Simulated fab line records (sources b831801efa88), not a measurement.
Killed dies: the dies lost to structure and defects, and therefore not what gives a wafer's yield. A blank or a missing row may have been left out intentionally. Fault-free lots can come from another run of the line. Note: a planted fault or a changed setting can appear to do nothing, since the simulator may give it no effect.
fab line records    flow sfq_line
record lots=15  wafers=45  last_day=93
route steps=325 shown R5@215 I7@307 M8@315
lots that met no fault: taken from a fault-free run of the same line
start_h: hours from the record's opening day to when the first of the lot's shown wafers began    wait_h: hours since the lot's step before    " identical to the entry in the row above    L1.1+2: one row covering several wafers at once    - either no value or no given start    * or withheld: withheld    < > ~ a bound
route shown NAME@n: names a module that has steps shown in the file, with the first one's number in the route    usual: mean and standard deviation over wafers with no fault    same: alike in all rows    chamber/n: place in a boat    sites: per-site readings    _std_site: the standard deviation of these    _edge_site: mean of outer sites minus mean of inner sites    radius_mm: for every site, how far away it sits from the centre of the wafer    mask NAME#n: copy n    behind: the last tool/chamber to shape the wafer    hold: reason for holding the lot/hours on hold/outcome of the hold    device: the transistor (n, p or np) that didn't switch    end of line: the tests these same wafers got at the end of their route    for a step that has no rows: nothing shown but its recipe    killed: the dies lost at the first sort to structure and to defects; this is not the yield of the wafer    map: the dies of a wafer, with x for killed, . for not killed, _ for no die there
set.NAME: setting as actually run; set.NAME@STEP: the setting as run at that earlier step    model.NAME: the simulator's own value behind a step, which no gauge read
steps of the route over a sample of lots; a table a step, a row a wafer
services: a tool's chamber out of use, with start hour (start_h, from the record's first day; less than 0 if before it), hours out, and reason
## steps
# step SFQ_R5_RS_MEAS_933
# recipe thk_meas_gauge=four-point-probe  reads=Ti_of_TRILAYER_R5_DEP_SPUTTER_134+MoNx_of_TRILAYER_R5_DEP_SPUTTER_133+Ti_of_TRILAYER_R5_DEP_SPUTTER_132
# usual R5_MONX_RS=7.07/0.072
lot.wafer  tool           chamber  start_h  wait_h  R5_MONX_RS[ohm/sq]
L578.1     film_metro-01  -        1351.66  0.0     7.03
L578.3     "              -        "        "       7.00
L578.4     "              -        "        "       7.04
L580.2     film_metro-03  -        1416.59  0.0     7.09
L580.5     "              -        "        "       7.04
L580.6     "              -        "        "       7.09
L581.4     film_metro-03  -        1421.32  0.1     7.04
L581.5     "              -        "        "       7.03
L581.6     "              -        "        "       7.02
L582.1     film_metro-01  -        1421.37  0.0     7.15
L582.3     "              -        "        "       7.12
L582.4     "              -        "        "       7.11
L583.1     film_metro-02  -        1425.83  0.0     7.13
L583.3     "              -        "        "       7.12
L583.4     "              -        "        "       7.10
L584.1     film_metro-01  -        1431.79  0.0     7.12
L584.2     "              -        "        "       7.14
L584.5     "              -        "        "       7.19
L585.1     film_metro-02  -        1462.49  0.0     7.11
L585.4     "              -        "        "       7.01
L585.5     "              -        "        "       7.12
L586.2     film_metro-02  -        1465.51  0.0     6.95
L586.3     "              -        "        "       6.97
L586.4     "              -        "        "       7.06
L591.1     film_metro-03  -        1585.44  0.0     7.02
L591.3     "              -        "        "       7.04
L591.4     "              -        "        "       7.09
L592.2     film_metro-01  -        1586.66  0.0     7.11
L592.3     "              -        "        "       7.11
L592.5     "              -        "        "       7.08
L594.4     film_metro-01  -        1591.50  0.1     7.09
L594.5     "              -        "        "       7.12
L594.6     "              -        "        "       7.07
L597.2     film_metro-03  -        1604.46  0.0     7.09
L597.4     "              -        "        "       6.97
L597.5     "              -        "        "       7.01
L598.1     film_metro-02  -        1604.64  0.0     7.11
L598.2     "              -        "        "       7.17
L598.3     "              -        "        "       7.13
L599.1     film_metro-01  -        1607.44  0.0     7.15
L599.3     "              -        "        "       7.02
L599.6     "              -        "        "       7.07
L600.1     film_metro-01  -        1610.64  0.0     7.24
L600.3     "              -        "        "       7.14
L600.4     "              -        "        "       7.15
# step SFQ_TRILAYER_I7_VIA_BARC_OPEN_VIA_ETCH_260
# recipe mask_material=PR  chemistry=O2  target_depth_nm=125  target=BARC  source_w=500  bias_w=80  pressure_mtorr=30  time_s=41.7
# usual bias_w=79.97/0.2  drypump_motor_current_A=5.8/0.52  oes_product_au=0.686/0.0044
lot.wafer  tool         chamber  start_h  wait_h  bias_w  drypump_motor_current_A  oes_product_au  rf_hours_counter_h
L578.1     rie_diel-02  0        1975.57  0.0     79.97   6.2                      0.685           2
L578.3     "            1        "        "       80.02   5.8                      0.691           3
L578.4     "            2        "        "       80.01   5.7                      0.686           18
L580.2     rie_diel-01  1        2008.59  0.0     80.29   6.2                      0.687           2
L580.5     "            2        "        "       80.02   5.1                      0.686           -
L580.6     "            3        "        "       79.74   6.6                      0.693           -
L581.4     rie_diel-01  0        2044.59  0.0     79.71   5.8                      0.679           12
L581.5     "            2        "        "       80.16   5.1                      0.681           -
L581.6     "            3        "        "       79.60   6.6                      0.680           -
L582.1     rie_diel-03  2        2051.79  0.0     79.93   6.3                      0.687           10
L582.3     "            0        "        "       79.63   5.7                      0.686           1
L582.4     "            1        "        "       80.23   5.7                      0.682           17
L583.1     rie_diel-03  3        2055.39  0.0     80.08   4.9                      0.694           10
L583.3     "            2        "        "       79.77   6.3                      0.683           10
L583.4     "            1        "        "       79.48   5.7                      0.678           17
L584.1     rie_diel-02  1        2056.59  0.0     80.13   5.8                      0.692           4
L584.2     "            0        "        "       79.81   6.2                      0.684           3
L584.5     "            0        "        "       80.15   6.2                      0.683           -
L585.1     rie_diel-02  0        2061.39  0.0     80.00   6.2                      0.690           4
L585.4     "            2        "        "       79.98   5.6                      0.679           -
L585.5     "            0        "        "       80.24   6.3                      0.691           -
L586.2     rie_diel-01  2        2063.79  0.0     79.89   5.1                      0.689           9
L586.3     "            1        "        "       79.58   6.2                      0.677           3
L586.4     "            3        "        "       79.81   6.6                      0.686           19
L591.1     rie_diel-01  2        2075.59  0.0     80.12   5.1                      0.690           9
L591.3     "            0        "        "       80.03   5.8                      0.690           12
L591.4     "            1        "        "       80.01   6.2                      0.683           3
L592.2     rie_diel-01  3        2079.19  0.0     79.90   6.6                      0.686           20
L592.3     "            0        "        "       79.92   5.8                      0.687           13
L592.5     "            2        "        "       79.81   5.1                      0.681           -
L594.4     rie_diel-01  2        2083.52  0.0     79.85   5.1                      0.676           9
L594.5     "            2        "        "       79.93   5.1                      0.681           -
L594.6     "            3        "        "       79.97   6.6                      0.691           -
L597.2     rie_diel-01  1        2136.58  0.0     79.78   6.2                      0.682           4
L597.4     "            2        "        "       79.80   5.1                      0.690           10
L597.5     "            2        "        "       79.92   5.1                      0.689           -
L598.1     rie_diel-03  0        2137.90  0.0     80.20   5.7                      0.683           2
L598.2     "            2        "        "       79.68   6.3                      0.689           11
L598.3     "            3        "        "       80.31   4.9                      0.682           11
L599.1     rie_diel-02  1        2151.10  0.0     79.95   5.8                      0.680           6
L599.3     "            3        "        "       79.86   6.1                      0.687           4
L599.6     "            2        "        "       80.08   5.6                      0.684           -
L600.1     rie_diel-01  3        2155.90  0.0     80.21   6.6                      0.683           20
L600.3     "            3        "        "       80.12   6.6                      0.687           -
L600.4     "            1        "        "       80.00   6.2                      0.685           -
# step SFQ_TRILAYER_I7_VIA_STRIP_STRIP_191
# recipe gas=O2  power_w=200  platen_temp_c=40  overash_fraction=0.65  chemistry=O2  pressure_mtorr=50
# usual drypump_motor_current_A=5.9/0.31  oes_product_au=0.997/0.0061
lot.wafer  tool          chamber  start_h  wait_h  drypump_motor_current_A  oes_product_au  rf_hours_counter_h
L578.1     rie_metal-03  1        1975.72  -       6.3                      0.985           137
L578.3     "             0        "        "       5.4                      0.996           -
L578.4     "             1        "        "       6.3                      0.995           -
L580.2     rie_metal-01  0        2008.75  -       5.7                      0.990           134
L580.5     "             1        "        "       5.9                      0.991           -
L580.6     "             0        "        "       5.8                      0.991           -
L581.4     rie_metal-04  0        2044.95  -       5.7                      0.988           -
L581.5     "             1        "        "       6.2                      1.007           -
L581.6     "             0        "        "       5.7                      0.996           -
L582.1     rie_metal-04  1        2051.95  -       6.3                      0.985           57
L582.3     "             0        "        "       5.6                      0.993           -
L582.4     "             1        "        "       6.3                      0.995           -
L583.1     rie_metal-03  0        2055.55  -       5.4                      1.000           53
L583.3     "             1        "        "       6.3                      0.999           -
L583.4     "             0        "        "       5.5                      1.012           -
L584.1     rie_metal-01  1        2056.82  -       5.9                      1.006           86
L584.2     "             1        "        "       5.9                      1.004           -
L584.5     "             1        "        "       6.0                      1.009           -
L585.1     rie_metal-04  1        2061.55  -       6.2                      1.012           58
L585.4     "             0        "        "       5.7                      0.990           -
L585.5     "             1        "        "       6.2                      1.009           -
L586.2     rie_metal-03  0        2063.95  -       5.4                      1.005           54
L586.3     "             0        "        "       5.4                      0.995           -
L586.4     "             1        "        "       6.3                      0.995           -
L591.1     rie_metal-03  0        2075.75  -       5.4                      0.998           57
L591.3     "             0        "        "       5.4                      0.994           -
L591.4     "             1        "        "       6.3                      0.994           -
L592.2     rie_metal-01  1        2079.35  -       5.9                      0.998           91
L592.3     "             1        "        "       5.9                      1.005           -
L592.5     "             1        "        "       5.9                      0.997           -
L594.4     rie_metal-03  0        2083.88  -       5.5                      0.992           -
L594.5     "             1        "        "       6.3                      0.993           -
L594.6     "             0        "        "       5.4                      0.995           -
L597.2     rie_metal-04  0        2136.73  -       5.7                      1.003           106
L597.4     "             1        "        "       6.3                      1.008           -
L597.5     "             0        "        "       5.7                      1.001           -
L598.1     rie_metal-03  0        2138.06  -       5.4                      0.994           64
L598.2     "             1        "        "       6.3                      1.001           16
L598.3     "             0        "        "       5.4                      0.993           -
L599.1     rie_metal-04  1        2151.26  -       6.3                      0.999           70
L599.3     "             1        "        "       6.3                      0.984           -
L599.6     "             1        "        "       6.3                      1.004           -
L600.1     rie_metal-03  1        2156.13  -       6.3                      0.982           17
L600.3     "             0        "        "       5.5                      0.995           -
L600.4     "             1        "        "       6.3                      0.990           -
# step SFQ_TRILAYER_M8_LITHO_EXPOSE_194
# recipe mask_id=M8  na=0.6  source_shape=conventional  sigma_outer=0.65  target_cd_nm=2000  dose_mj=14.4
# usual reticle_temp_C=23.02/0.12
lot.wafer  tool            chamber  start_h  wait_h  mask  reticle_temp_C
L578.1     krf_scanner-01  0        2052.66  -       M8#0  22.97
L578.3     "               0        "        "       M8#0  23.12
L578.4     "               0        "        "       M8#0  22.94
L580.2     krf_scanner-01  0        2090.59  -       M8#0  23.18
L580.5     "               0        "        "       M8#0  23.01
L580.6     "               0        "        "       M8#0  23.19
L581.4     krf_scanner-02  0        2118.84  -       M8#0  22.77
L581.5     "               0        "        "       M8#0  22.77
L581.6     "               0        "        "       M8#0  22.78
L582.1     krf_scanner-02  0        2123.04  -       M8#0  23.00
L582.3     "               0        "        "       M8#0  23.21
L582.4     "               0        "        "       M8#0  23.10
L583.1     krf_scanner-02  0        2129.04  -       M8#0  23.15
L583.3     "               0        "        "       M8#0  23.10
L583.4     "               0        "        "       M8#0  23.05
L584.1     krf_scanner-02  0        2131.44  -       M8#0  22.91
L584.2     "               0        "        "       M8#0  22.90
L584.5     "               0        "        "       M8#0  22.85
L585.1     krf_scanner-02  0        2133.84  -       M8#0  22.99
L585.4     "               0        "        "       M8#0  22.88
L585.5     "               0        "        "       M8#0  22.87
L586.2     krf_scanner-01  0        2137.77  -       M8#0  23.14
L586.3     "               0        "        "       M8#0  23.13
L586.4     "               0        "        "       M8#0  23.03
L591.1     krf_scanner-01  0        2156.77  -       M8#0  22.89
L591.3     "               0        "        "       M8#0  23.22
L591.4     "               0        "        "       M8#0  23.15
L592.2     krf_scanner-01  0        2162.97  -       M8#0  23.02
L592.3     "               0        "        "       M8#0  22.82
L592.5     "               0        "        "       M8#0  22.92
L594.4     krf_scanner-01  0        2170.57  -       M8#0  23.14
L594.5     "               0        "        "       M8#0  23.09
L594.6     "               0        "        "       M8#0  22.97
L597.2     krf_scanner-01  0        2209.36  -       M8#0  23.12
L597.4     "               0        "        "       M8#0  23.10
L597.5     "               0        "        "       M8#0  23.13
L598.1     krf_scanner-01  0        2211.56  -       M8#0  22.94
L598.2     "               0        "        "       M8#0  22.99
L598.3     "               0        "        "       M8#0  23.07
L599.1     krf_scanner-01  0        2217.56  -       M8#0  23.20
L599.3     "               0        "        "       M8#0  23.25
L599.6     "               0        "        "       M8#0  23.07
L600.1     krf_scanner-01  0        2221.16  -       M8#0  23.07
L600.3     "               0        "        "       M8#0  23.00
L600.4     "               0        "        "       M8#0  23.18
# step SFQ_M8_OVL_MEAS_948
# usual M8_OVL=2/5.3
lot.wafer  tool        chamber  start_h  wait_h  hold                      M8_OVL[nm]
L578.1     overlay-02  -        2054.15  0.1     -                         4
L578.3     "           -        "        "       -                         -3
L578.4     "           -        "        "       -                         -1
L580.2     overlay-02  -        2091.89  0.1     -                         1
L580.5     "           -        "        "       -                         -5
L580.6     "           -        "        "       -                         -7
L581.4     overlay-02  -        2119.75  0.1     -                         -4
L581.5     "           -        "        "       -                         4
L581.6     "           -        "        "       -                         -5
L582.1     overlay-02  -        2124.53  0.1     -                         -4
L582.3     "           -        "        "       -                         -1
L582.4     "           -        "        "       -                         3
L583.1     overlay-01  -        2130.53  0.1     await_dispo/0.2h/release  265
L583.3     "           -        "        "       await_dispo/0.2h/release  265
L583.4     "           -        "        "       await_dispo/0.2h/release  254
L583.1     overlay-01  -        2130.74  0.2     -                         268
L583.3     "           -        "        "       -                         267
L583.4     "           -        "        "       -                         255
L584.1     overlay-02  -        2132.93  0.1     await_dispo/0.2h/release  268
L584.2     "           -        "        "       await_dispo/0.2h/release  265
L584.5     "           -        "        "       await_dispo/0.2h/release  265
L584.1     overlay-02  -        2133.14  0.2     -                         268
L584.2     "           -        "        "       -                         268
L584.5     "           -        "        "       -                         266
L585.1     overlay-02  -        2135.33  0.1     await_dispo/0.2h/release  265
L585.4     "           -        "        "       await_dispo/0.2h/release  265
L585.5     "           -        "        "       await_dispo/0.2h/release  267
L585.1     overlay-02  -        2135.54  0.2     -                         268
L585.4     "           -        "        "       -                         266
L585.5     "           -        "        "       -                         268
L586.2     overlay-01  -        2139.06  0.1     -                         2
L586.3     "           -        "        "       -                         1
L586.4     "           -        "        "       -                         6
L591.1     overlay-02  -        2158.26  0.1     -                         9
L591.3     "           -        "        "       -                         15
L591.4     "           -        "        "       -                         13
L592.2     overlay-01  -        2164.26  0.1     -                         3
L592.3     "           -        "        "       -                         6
L592.5     "           -        "        "       -                         1
L594.4     overlay-01  -        2171.48  0.1     -                         1
L594.5     "           -        "        "       -                         1
L594.6     "           -        "        "       -                         1
L597.2     overlay-01  -        2210.66  0.1     -                         4
L597.4     "           -        "        "       -                         6
L597.5     "           -        "        "       -                         5
L598.1     overlay-01  -        2213.06  0.1     -                         -6
L598.2     "           -        "        "       -                         -4
L598.3     "           -        "        "       -                         3
L599.1     overlay-02  -        2219.06  0.1     -                         7
L599.3     "           -        "        "       -                         9
L599.6     "           -        "        "       -                         11
L600.1     overlay-01  -        2222.66  0.1     -                         3
L600.3     "           -        "        "       -                         6
L600.4     "           -        "        "       -                         5
## services
tool            chamber  start_h  hours  kind
krf_scanner-01  -        1951.68  0.8    pm
krf_scanner-02  -        1956.63  2.2    repair
krf_scanner-02  -        1973.21  4.0    pm
rie_diel-01     1        1990.90  10.2   repair
rie_diel-01     -        1992.24  0.4    repair
rie_diel-02     -        2006.42  3.7    repair
rie_diel-02     2        2009.38  49.2   repair
rie_diel-01     -        2025.61  2.8    pm
krf_scanner-02  -        2032.44  1.3    pm
krf_scanner-02  -        2048.14  1.0    pm
krf_scanner-02  -        2057.54  0.8    pm
krf_scanner-02  -        2059.49  3.6    pm
krf_scanner-01  -        2068.26  1.0    pm
krf_scanner-01  -        2091.59  1.3    pm
krf_scanner-01  -        2105.01  0.3    repair
krf_scanner-01  -        2120.14  0.8    pm
krf_scanner-01  -        2135.54  0.3    repair
krf_scanner-02  -        2136.24  7.2    pm
rie_diel-01     0        2152.48  11.7   repair
rie_diel-01     2        2155.01  4.0    repair
rie_diel-01     -        2165.07  0.5    repair
krf_scanner-01  -        2173.57  4.0    pm
krf_scanner-02  -        2208.49  1.3    pm
krf_scanner-02  -        2217.12  1.0    pm
## key
first_sign step=SFQ_M8_OVL_MEAS_948  reading=visit  direction=added
effect step=SFQ_M8_OVL_MEAS_948  reading=M8_OVL  direction=up  sigmas=49  usual=2  struck=264
met_at SFQ_TRILAYER_M8_LITHO_EXPOSE_194
struck_lots L583,L584,L585
scrapped_behind SFQ_M8_OVL_MEAS_948 L583.1,L583.3,L583.4,L584.1,L584.2,L584.5,L585.1,L585.4,L585.5
not_acting_at SFQ_R5_RS_MEAS_933,SFQ_TRILAYER_I7_VIA_BARC_OPEN_VIA_ETCH_260,SFQ_TRILAYER_I7_VIA_STRIP_STRIP_191
onset_between 2123.04 2129.04
fault kind=scanner_matching_overlay  tool=krf_scanner-02  chamber=-  onset_h=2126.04  steps=SFQ_TRILAYER_M8_LITHO_EXPOSE_194  offset=261.32
